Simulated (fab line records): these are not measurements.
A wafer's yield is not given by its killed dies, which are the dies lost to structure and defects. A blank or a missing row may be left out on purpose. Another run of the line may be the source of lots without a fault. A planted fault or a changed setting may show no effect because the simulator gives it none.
fab line records -- flow sky130
record lots=6, wafers=18, lastDay=50
route steps=708 shown GATE_OXIDE@196 POLY_GATE@204 RES_PROTECT@206 PAD_OPEN@708
lots that met no fault: taken from a fault-free run of the same line
startH: hours from the record's opening day to when the first of the lot's shown wafers began -- waitH: hours from the lot's prior step to this one -- " the same as in the row above -- L1.1+2: a row that stands for several wafers -- - no value present, or no start provided -- * or withheld: withheld -- < > ~ a bound
route shown NAME@n: names a module that has steps shown in the file, with the first one's number in the route -- usual: mean and standard deviation over wafers with no fault -- same: alike in all rows -- chamber/n: place in a boat -- sites: per-site readings -- _std_site: how widely they spread, as a standard deviation -- _edge_site: outer sites' mean less inner sites' -- radiusMm: how far each site lies from the wafer's centre -- mask NAME#n: copy n -- behind: the tool/chamber that last shaped the wafer -- hold: why the lot was held/for how many hours/how that ended -- device: the transistor (n, p or np) that didn't switch -- end of line: the tests these same wafers got at the end of their route -- step lacking rows: just its recipe -- killed: not the wafer's yield, but the dies lost to structure and defects at the first sort -- map: shows each die of a wafer: x if killed, . if not, _ if none is there
set.NAME: the setting as run; set.NAME@STEP: as run at that earlier step -- model.NAME: the simulator's own value behind a step, which no gauge read
lots at some steps of the route; a table a step, a row a wafer
services: when a tool's chamber went out of use (startH, in hours from the record's first day, below 0 if earlier), for how many hours, and the reason
## steps
# step SKY_GATE_OXIDE_DEVELOP_09
# recipe resist=NOVOLAK, developer=TMAH, developTimeS=60, devTempC=23
# step SKY_GATE_OXIDE_OVL_MEAS_10
# usual GATE_OXIDE_OVL=0.6/1.3
lot.wafer,tool,chamber,startH,waitH,GATE_OXIDE_OVL[nm]
L548.1,overlay-01,-,377.73,0.1,-1.3
L548.4,overlay-01,-,377.73,0.1,-1.6
L548.5,overlay-01,-,377.73,0.1,-1.9
L550.1,overlay-01,-,391.54,0.1,0.5
L550.5,overlay-01,-,391.54,0.1,1.1
L550.6,overlay-01,-,391.54,0.1,0.4
L552.3,overlay-01,-,408.39,0.1,1.2
L552.5,overlay-01,-,408.39,0.1,2.5
L552.6,overlay-01,-,408.39,0.1,1.2
L553.1,overlay-02,-,416.49,0.1,0.5
L553.2,overlay-02,-,416.49,0.1,0.1
L553.4,overlay-02,-,416.49,0.1,2.0
L562.1,overlay-02,-,495.84,0.1,-2.7
L562.5,overlay-02,-,495.84,0.1,-1.1
L562.6,overlay-02,-,495.84,0.1,0.2
L563.1,overlay-02,-,501.58,0.1,-0.1
L563.3,overlay-02,-,501.58,0.1,1.8
L563.5,overlay-02,-,501.58,0.1,1.6
# step SKY_GATE_OXIDE_IMPLANT_11
# recipe species=B, energyKev=10, doseCm2=2.6e+12, tiltDeg=withheld
# step SKY_GATE_OXIDE_WET_ETCH_12
# recipe chemistry=dHF, targetDepthNm=16.8, dry=n2Spin, target=SiO2, dilution=100:1, tempC=25, timeS=336
# step SKY_GATE_OXIDE_STRIP_13
# recipe chemistry=O2/N2, powerW=1400, pressureMtorr=1500, platenTempC=withheld, o2FlowSccm=3000, n2FlowSccm=300, overashFraction=0.5
# usual drypumpMotorCurrentA=5.49/0.24, oesProductAu=0.716/0.004, stripTimeToEndpointS=14.18/0.041
lot.wafer,tool,chamber,startH,waitH,drypumpMotorCurrentA,oesProductAu,rfHoursCounterH,stripTimeToEndpointS
L548.1,plasmaAsher-02,1,378.04,0.0,5.10,0.721,54,14.13
L548.4,plasmaAsher-02,1,378.04,0.0,5.09,0.713,-,14.16
L548.5,plasmaAsher-02,1,378.04,0.0,5.09,0.718,-,14.14
L550.1,plasmaAsher-02,0,391.83,0.0,5.66,0.718,55,14.21
L550.5,plasmaAsher-02,0,391.83,0.0,5.69,0.712,-,14.14
L550.6,plasmaAsher-02,1,391.83,0.0,5.09,0.715,-,14.12
L552.3,plasmaAsher-02,1,408.70,0.0,5.13,0.720,-,14.20
L552.5,plasmaAsher-02,1,408.70,0.0,5.10,0.713,-,14.19
L552.6,plasmaAsher-02,0,408.70,0.0,5.67,0.715,-,14.12
L553.1,plasmaAsher-01,0,416.78,0.0,5.25,0.713,74,14.20
L553.2,plasmaAsher-01,1,416.78,0.0,5.69,0.717,74,14.19
L553.4,plasmaAsher-01,1,416.78,0.0,5.69,0.713,-,14.18
L562.1,plasmaAsher-02,1,496.14,0.0,5.08,0.716,65,14.08
L562.5,plasmaAsher-02,0,496.14,0.0,5.69,0.711,-,14.14
L562.6,plasmaAsher-02,1,496.14,0.0,5.11,0.719,-,14.13
L563.1,plasmaAsher-03,1,501.87,0.0,5.66,0.712,7,14.19
L563.3,plasmaAsher-03,1,501.87,0.0,5.64,0.715,-,14.16
L563.5,plasmaAsher-03,0,501.87,0.0,5.61,0.713,-,14.18
# step SKY_GATE_OXIDE_TW_MEAS_14
# usual GATE_OXIDE_TW=224.2/2.4
lot.wafer,tool,chamber,startH,waitH,GATE_OXIDE_TW
L548.1,filmMetro-02,-,378.14,0.1,225.0
L548.4,filmMetro-02,-,378.14,0.1,225.4
L548.5,filmMetro-02,-,378.14,0.1,224.7
L550.1,filmMetro-02,-,391.93,0.1,226.9
L550.5,filmMetro-02,-,391.93,0.1,226.0
L550.6,filmMetro-02,-,391.93,0.1,226.1
L552.3,filmMetro-02,-,408.79,0.1,225.9
L552.5,filmMetro-02,-,408.79,0.1,226.5
L552.6,filmMetro-02,-,408.79,0.1,226.0
L553.1,filmMetro-02,-,416.88,0.1,225.8
L553.2,filmMetro-02,-,416.88,0.1,225.5
L553.4,filmMetro-02,-,416.88,0.1,225.9
L562.1,filmMetro-01,-,496.24,0.1,221.7
L562.5,filmMetro-01,-,496.24,0.1,220.5
L562.6,filmMetro-01,-,496.24,0.1,223.0
L563.1,filmMetro-04,-,501.97,0.1,227.2
L563.3,filmMetro-04,-,501.97,0.1,226.1
L563.5,filmMetro-04,-,501.97,0.1,227.3
# step SKY_GATE_OXIDE_CLEAN_15
# recipe chemistry=SC1/SC2, mix=1:4:20, tempC=70, timeS=150, dry=n2Spin
# step SKY_GATE_OXIDE_OXIDATION_16
# recipe tempC=800, ambient=O2, idleTempC=700, rampUpCPerMin=10, rampDownCPerMin=3, stabiliseS=600, purgeS=300, targetThkA=35.7, oxTimeS=1915
# step SKY_POLY_GATE_CVD_00
# recipe material=poly-Si, targetThkNm=180, tempC=620, timeS=720, pressureMtorr=200
# step SKY_POLY_GATE_THK_MEAS_01
# recipe reads=poly-Si_of_POLY_GATE_CVD_00
# usual POLY_GATE_CVD_00_THK=179.6/1.4
lot.wafer,tool,chamber,startH,waitH,POLY_GATE_CVD_00_THK[nm]
L548.1,filmMetro-01,-,382.75,0.0,182.7
L548.4,filmMetro-01,-,382.75,0.0,182.6
L548.5,filmMetro-01,-,382.75,0.0,181.6
L550.1,filmMetro-04,-,396.90,0.0,178.8
L550.5,filmMetro-04,-,396.90,0.0,177.7
L550.6,filmMetro-04,-,396.90,0.0,180.5
L552.3,filmMetro-04,-,412.25,0.0,181.1
L552.5,filmMetro-04,-,412.25,0.0,181.5
L552.6,filmMetro-04,-,412.25,0.0,179.8
L553.1,filmMetro-01,-,422.08,0.0,179.2
L553.2,filmMetro-01,-,422.08,0.0,178.4
L553.4,filmMetro-01,-,422.08,0.0,178.1
L562.1,filmMetro-03,-,499.68,0.0,178.0
L562.5,filmMetro-03,-,499.68,0.0,178.4
L562.6,filmMetro-03,-,499.68,0.0,179.2
L563.1,filmMetro-03,-,505.67,0.0,177.8
L563.3,filmMetro-03,-,505.67,0.0,178.2
L563.5,filmMetro-03,-,505.67,0.0,179.5
# step SKY_RES_PROTECT_DEHYDRATE_00
# recipe tempC=200.8, timeS=60
# step SKY_RES_PROTECT_HMDS_01
# recipe primeTimeS=60, primeTempC=120
# step SKY_RES_PROTECT_COAT_02
# recipe resist=NOVOLAK, spinRpm=3000, resistThkNm=1140
lot.wafer,tool,chamber,startH,waitH,model.NOVOLAK_of_RES_PROTECT_COAT_02.thkNm
L548.1,lithoTrack-01,0,397.49,0.1,1141
L548.4,lithoTrack-01,0,397.49,0.1,1139
L548.5,lithoTrack-01,0,397.49,0.1,1136
L550.1,lithoTrack-03,0,410.20,0.1,1146
L550.5,lithoTrack-03,0,410.20,0.1,1145
L550.6,lithoTrack-03,0,410.20,0.1,1144
L552.3,lithoTrack-02,0,427.67,0.1,1142
L552.5,lithoTrack-02,0,427.67,0.1,1146
L552.6,lithoTrack-02,0,427.67,0.1,1148
L553.1,lithoTrack-01,0,436.84,0.1,1151
L553.2+4,lithoTrack-01,0,436.84,0.1,1147
L562.1,lithoTrack-02,0,515.41,0.1,492.5
L562.5,lithoTrack-02,0,515.41,0.1,494.3
L562.6,lithoTrack-02,0,515.41,0.1,492.9
L563.1+5,lithoTrack-02,0,521.21,0.1,491.6
L563.3,lithoTrack-02,0,521.21,0.1,490.4
# step SKY_RES_PROTECT_SOFTBAKE_03
# recipe tempC=90, timeS=60, resist=NOVOLAK
# step SKY_RES_PROTECT_EXPOSE_04
# recipe maskId=RPM, na=0.6, sourceShape=conventional, sigmaOuter=0.6, polarization=unpolarized, targetCdNm=1270, doseMj=131
# step SKY_RES_PROTECT_PEB_05
# recipe tempC=withheld, timeS=*, resist=NOVOLAK
# step SKY_RES_PROTECT_DEVELOP_06
# recipe resist=NOVOLAK, developer=TMAH, developTimeS=60, devTempC=23
lot.wafer,tool,chamber,startH,waitH,model.NOVOLAK_of_RES_PROTECT_COAT_02.thkNm
L548.1,lithoTrack-02,0,410.87,0.1,1140
L548.4,lithoTrack-02,0,410.87,0.1,1139
L548.5,lithoTrack-02,0,410.87,0.1,1135
L550.1,lithoTrack-01,0,426.19,0.1,1146
L550.5+6,lithoTrack-01,0,426.19,0.1,1144
L552.3,lithoTrack-03,0,441.55,0.1,1142
L552.5,lithoTrack-03,0,441.55,0.1,1146
L552.6,lithoTrack-03,0,441.55,0.1,1148
L553.1,lithoTrack-03,0,451.95,0.1,1150
L553.2,lithoTrack-03,0,451.95,0.1,1147
L553.4,lithoTrack-03,0,451.95,0.1,1146
L562.1,lithoTrack-02,0,530.71,0.1,492.1
L562.5,lithoTrack-02,0,530.71,0.1,493.9
L562.6,lithoTrack-02,0,530.71,0.1,492.4
L563.1+5,lithoTrack-03,0,535.80,0.1,491.2
L563.3,lithoTrack-03,0,535.80,0.1,490
# step SKY_POLY_GATE_IMPLANT_02
# recipe species=P, energyKev=30, doseCm2=7.7e+15, tiltDeg=0
# step SKY_RES_PROTECT_STRIP_07
# recipe chemistry=O2/N2, powerW=1400, pressureMtorr=1500, platenTempC=withheld, o2FlowSccm=3000, n2FlowSccm=300, overashFraction=0.5
# usual drypumpMotorCurrentA=5.7/0.42, oesProductAu=0.517/0.0048, stripTimeToEndpointS=23.32/0.042
lot.wafer,tool,chamber,startH,waitH,drypumpMotorCurrentA,oesProductAu,rfHoursCounterH,stripTimeToEndpointS
L548.1,plasmaAsher-04,1,411.17,0.1,6.4,0.523,29,23.28
L548.4,plasmaAsher-04,0,411.17,0.1,6.0,0.513,-,23.27
L548.5,plasmaAsher-04,1,411.17,0.1,6.3,0.511,-,23.22
L550.1,plasmaAsher-01,1,426.49,0.1,5.7,0.513,75,23.36
L550.5,plasmaAsher-01,1,426.49,0.1,5.7,0.518,-,23.35
L550.6,plasmaAsher-01,0,426.49,0.1,5.2,0.515,-,23.34
L552.3,plasmaAsher-04,0,441.83,0.1,5.9,0.511,-,23.32
L552.5,plasmaAsher-04,0,441.83,0.1,5.9,0.513,-,23.36
L552.6,plasmaAsher-04,1,441.83,0.1,6.4,0.520,-,23.39
L553.1,plasmaAsher-02,0,452.25,0.1,5.6,0.514,61,23.38
L553.2,plasmaAsher-02,1,452.25,0.1,5.1,0.519,61,23.37
L553.4,plasmaAsher-02,1,452.25,0.1,5.1,0.526,-,23.39
L562.1,plasmaAsher-01,1,531.01,0.1,5.7,0.416,86,15.92
L562.5,plasmaAsher-01,1,531.01,0.1,5.7,0.425,-,15.93
L562.6,plasmaAsher-01,0,531.01,0.1,5.2,0.429,-,15.90
L563.1,plasmaAsher-04,0,536.10,0.1,5.9,0.424,42,15.90
L563.3,plasmaAsher-04,1,536.10,0.1,6.4,0.416,-,15.88
L563.5,plasmaAsher-04,0,536.10,0.1,5.9,0.419,-,15.94
# step SKY_RES_PROTECT_TW_MEAS_08
# usual POLY_GATE_TW=4030/43
lot.wafer,tool,chamber,startH,waitH,POLY_GATE_TW
L548.1,filmMetro-02,-,411.27,0.1,4056
L548.4,filmMetro-02,-,411.27,0.1,4070
L548.5,filmMetro-02,-,411.27,0.1,4078
L550.1,filmMetro-01,-,426.59,0.1,3960
L550.5,filmMetro-01,-,426.59,0.1,3995
L550.6,filmMetro-01,-,426.59,0.1,3978
L552.3,filmMetro-03,-,441.92,0.1,4058
L552.5,filmMetro-03,-,441.92,0.1,4084
L552.6,filmMetro-03,-,441.92,0.1,4061
L553.1,filmMetro-02,-,452.35,0.1,4060
L553.2,filmMetro-02,-,452.35,0.1,4081
L553.4,filmMetro-02,-,452.35,0.1,4068
L562.1,filmMetro-02,-,531.11,0.1,4055
L562.5,filmMetro-02,-,531.11,0.1,4025
L562.6,filmMetro-02,-,531.11,0.1,4078
L563.1,filmMetro-01,-,536.20,0.1,3959
L563.3,filmMetro-01,-,536.20,0.1,3944
L563.5,filmMetro-01,-,536.20,0.1,3944
# step SKY_PAD_OPEN_PROBE_99
# usual killed_at_M0_to_M3=44/6.6, killed_at_M4_up=3.0/1.9, killedAtContacts=24/5.1, killedAtFrontEnd=16/4.6, killedAtOther=0.3/0.59, killedDies=88/9.5, killedOpen=48/6.7, killedShort=40/6.1
# same grossDies=492, killedAtBackSide=0
lot.wafer,tool,chamber,startH,waitH,killed_at_M0_to_M3,killed_at_M4_up,killedAtContacts,killedAtFrontEnd,killedAtOther,killedDies,killedOpen,killedShort
L548.1,prober-02,-,1133.78,0.1,46,3,25,13,0,87,45,42
L548.4,prober-02,-,1133.93,0.2,42,0,20,14,0,76,40,36
L548.5,prober-02,-,1133.98,0.2,43,5,33,15,0,96,56,40
L550.1,prober-01,-,1139.74,0.1,47,4,25,13,0,89,51,38
L550.5,prober-01,-,1139.94,0.2,45,2,23,11,0,81,38,43
L550.6,prober-01,-,1139.99,0.2,46,4,31,15,0,96,47,49
L552.3,prober-02,-,1153.35,0.2,62,0,19,20,0,101,52,48
L552.5,prober-02,-,1153.45,0.2,50,1,22,18,0,91,48,43
L552.6,prober-02,-,1153.50,0.2,43,2,21,19,0,85,41,44
L553.1,prober-01,-,1155.15,0.1,38,10,26,15,0,89,40,47
L553.2,prober-01,-,1155.20,0.1,49,3,29,15,0,96,55,41
L553.4,prober-01,-,1155.30,0.2,49,3,24,13,1,90,39,48
L562.1,prober-02,-,1197.49,0.1,45,1,15,22,0,83,48,35
L562.5,prober-02,-,1197.69,0.2,36,2,25,21,0,84,49,35
L562.6,prober-02,-,1197.74,0.2,34,0,23,14,0,71,41,30
L563.1,prober-02,-,1205.80,0.1,26,5,25,13,0,69,38,31
L563.3,prober-02,-,1205.90,0.2,34,0,23,19,0,76,40,36
L563.5,prober-02,-,1206.00,0.2,47,5,26,17,1,96,56,40
# killed by level:class
L548.1 CONTACT:geometricParticle:open=11 VIA1:geometricParticle:open=9 METAL1:geometricParticle:short=7 VIA3:geometricParticle:open=6 LI_CONTACT:geometricParticle:open=5 VIA1:geometricParticle:short=5 CONTACT:geometricParticle:short=4 LOCAL_INTERCONNECT:geometricParticle:short=4
L548.4 CONTACT:geometricParticle:open=10 VIA3:geometricParticle:open=8 VIA1:geometricParticle:short=8 VIA1:geometricParticle:open=6 FIELD_ISO:geometricParticle:short=4 POLY_GATE:geometricParticle:open=4 LI_CONTACT:geometricParticle:open=4 METAL1:geometricParticle:short=4
L548.5 CONTACT:geometricParticle:open=12 LI_CONTACT:geometricParticle:open=8 LOCAL_INTERCONNECT:geometricParticle:short=8 VIA1:geometricParticle:open=6 METAL2:geometricParticle:open=6 METAL2:geometricParticle:short=6 VIA2:geometricParticle:open=6 FIELD_ISO:geometricParticle:short=4
L550.1 VIA1:geometricParticle:open=11 CONTACT:geometricParticle:open=10 METAL1:geometricParticle:short=9 VIA3:geometricParticle:open=9 FIELD_ISO:geometricParticle:open=6 LI_CONTACT:geometricParticle:open=6 CONTACT:geometricParticle:short=6 VIA1:geometricParticle:short=4
L550.5 VIA1:geometricParticle:open=12 METAL2:geometricParticle:short=9 CONTACT:geometricParticle:short=8 METAL1:geometricParticle:short=7 CONTACT:geometricParticle:open=6 LI_CONTACT:geometricParticle:open=4 VIA2:geometricParticle:open=4 FIELD_ISO:geometricParticle:short=3
L550.6 LI_CONTACT:geometricParticle:open=10 VIA1:geometricParticle:open=9 CONTACT:geometricParticle:open=8 METAL2:geometricParticle:short=7 VIA2:geometricParticle:open=7 POLY_GATE:geometricParticle:short=6 LOCAL_INTERCONNECT:geometricParticle:short=6 VIA2:geometricParticle:short=5
L552.3 VIA1:geometricParticle:open=16 VIA3:geometricParticle:open=9 VIA2:geometricParticle:open=8 METAL2:geometricParticle:short=6 LOCAL_INTERCONNECT:geometricParticle:short=6 METAL1:geometricParticle:short=6 METAL3:geometricParticle:short=6 CONTACT:geometricParticle:open=5
L552.5 VIA1:geometricParticle:open=9 METAL1:geometricParticle:short=8 LI_CONTACT:geometricParticle:open=7 CONTACT:geometricParticle:open=7 VIA3:geometricParticle:open=6 VIA2:geometricParticle:open=5 FIELD_ISO:geometricParticle:short=4 POLY_GATE:geometricParticle:short=4
L552.6 VIA1:geometricParticle:open=12 VIA2:geometricParticle:open=7 POLY_GATE:geometricParticle:short=6 LI_CONTACT:geometricParticle:short=5 VIA2:geometricParticle:short=5 VIA3:geometricParticle:short=5 LOCAL_INTERCONNECT:geometricParticle:short=4 VIA3:geometricParticle:open=4
L553.1 METAL1:geometricParticle:short=8 LI_CONTACT:geometricParticle:open=8 VIA1:geometricParticle:open=8 LOCAL_INTERCONNECT:geometricParticle:short=7 METAL4:geometricParticle:short=6 CONTACT:geometricParticle:open=6 METAL2:geometricParticle:short=6 FIELD_ISO:geometricParticle:short=5
L553.2 CONTACT:geometricParticle:open=10 VIA1:geometricParticle:open=10 VIA3:geometricParticle:open=9 LOCAL_INTERCONNECT:geometricParticle:short=7 METAL2:geometricParticle:short=7 VIA2:geometricParticle:open=7 LI_CONTACT:geometricParticle:open=6 VIA2:geometricParticle:short=5
L553.4 VIA1:geometricParticle:open=11 METAL1:geometricParticle:short=9 CONTACT:geometricParticle:open=8 VIA1:geometricParticle:short=8 METAL2:geometricParticle:short=6 LI_CONTACT:geometricParticle:open=5 LOCAL_INTERCONNECT:geometricParticle:short=4 CONTACT:geometricParticle:short=4
L562.1 VIA1:geometricParticle:open=19 CONTACT:geometricParticle:open=9 FIELD_ISO:geometricParticle:open=8 METAL1:geometricParticle:short=7 VIA1:geometricParticle:short=6 FIELD_ISO:geometricParticle:short=4 POLY_GATE:geometricParticle:short=4 METAL2:geometricParticle:short=4
L562.5 VIA1:geometricParticle:open=12 CONTACT:geometricParticle:open=11 FIELD_ISO:geometricParticle:open=10 LOCAL_INTERCONNECT:geometricParticle:short=6 VIA1:geometricParticle:short=6 METAL2:geometricParticle:short=6 POLY_GATE:geometricParticle:open=3 VIA2:geometricParticle:open=3
L562.6 LI_CONTACT:geometricParticle:open=8 FIELD_ISO:geometricParticle:open=7 CONTACT:geometricParticle:open=7 METAL1:geometricParticle:short=7 LOCAL_INTERCONNECT:geometricParticle:short=6 VIA1:geometricParticle:open=5 VIA3:geometricParticle:open=5 VIA2:geometricParticle:open=3
L563.1 CONTACT:geometricParticle:open=8 METAL2:geometricParticle:short=8 LI_CONTACT:geometricParticle:open=7 FIELD_ISO:geometricParticle:open=6 LI_CONTACT:geometricParticle:short=4 VIA3:geometricParticle:open=4 VIA2:geometricParticle:open=4 VIA3:geometricParticle:short=3
L563.3 VIA1:geometricParticle:open=11 CONTACT:geometricParticle:open=9 FIELD_ISO:geometricParticle:short=8 VIA1:geometricParticle:short=8 CONTACT:geometricParticle:short=6 SPACER:geometricParticle:open=4 LOCAL_INTERCONNECT:geometricParticle:short=4 METAL2:geometricParticle:short=4
L563.5 VIA1:geometricParticle:open=11 LI_CONTACT:geometricParticle:open=10 METAL1:geometricParticle:short=8 VIA3:geometricParticle:open=8 CONTACT:geometricParticle:short=5 CONTACT:geometricParticle:open=5 VIA2:geometricParticle:open=5 POLY_GATE:geometricParticle:open=4
## services
tool,chamber,startH,hours,kind
plasmaAsher-02,-,369.42,8.3,repair
plasmaAsher-04,-,385.81,1.2,repair
plasmaAsher-04,-,420.45,4.3,pm
plasmaAsher-03,-,421.25,9.0,pm
plasmaAsher-03,0,421.25,9.0,ventCycle
plasmaAsher-03,1,421.25,9.0,ventCycle
plasmaAsher-03,0,430.25,-,clean
plasmaAsher-03,1,430.25,-,clean
plasmaAsher-03,-,435.41,3.7,repair
plasmaAsher-01,-,455.98,4.2,repair
plasmaAsher-03,-,461.89,2.8,pm
plasmaAsher-02,-,464.49,2.4,repair
plasmaAsher-01,-,464.81,1.4,repair
plasmaAsher-01,-,500.85,1.5,repair
## key
firstSign step=SKY_RES_PROTECT_STRIP_07, reading=stripTimeToEndpointS, direction=down, sigmas=99+, usual=*, struck=*
effect step=SKY_RES_PROTECT_STRIP_07, reading=oesProductAu, direction=down, sigmas=20, usual=0.517, struck=0.422
modelEffect step=SKY_RES_PROTECT_COAT_02, value=NOVOLAK_of_RES_PROTECT_COAT_02.thkNm, without=1141, struck=492.2
modelEffect step=SKY_RES_PROTECT_DEVELOP_06, value=NOVOLAK_of_RES_PROTECT_COAT_02.thkNm, without=1141, struck=491.8
metAt SKY_RES_PROTECT_COAT_02
struckWafers L562.1,L562.5,L562.6,L563.1,L563.3,L563.5
testerLeftOut L562,L563
onsetBetween 427.67 515.41
alsoFits time
fault kind=processParameterDrift, tool=lithoTrack-02, chamber=-, onsetH=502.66, steps=SKY_RES_PROTECT_COAT_02, channel=resistThkNm, offset=-648.43, shape=step, endH=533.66, actsIn=theseRecipesOnly, stated=1140
# testerLeftOut: of these lots the tester's yield and bins aren't shown, on N5 and GAA mostly nor the transistor test; their killed dies are dies lost to structure and defects alone, not to doping, threshold or leakage, so they don't give the yield
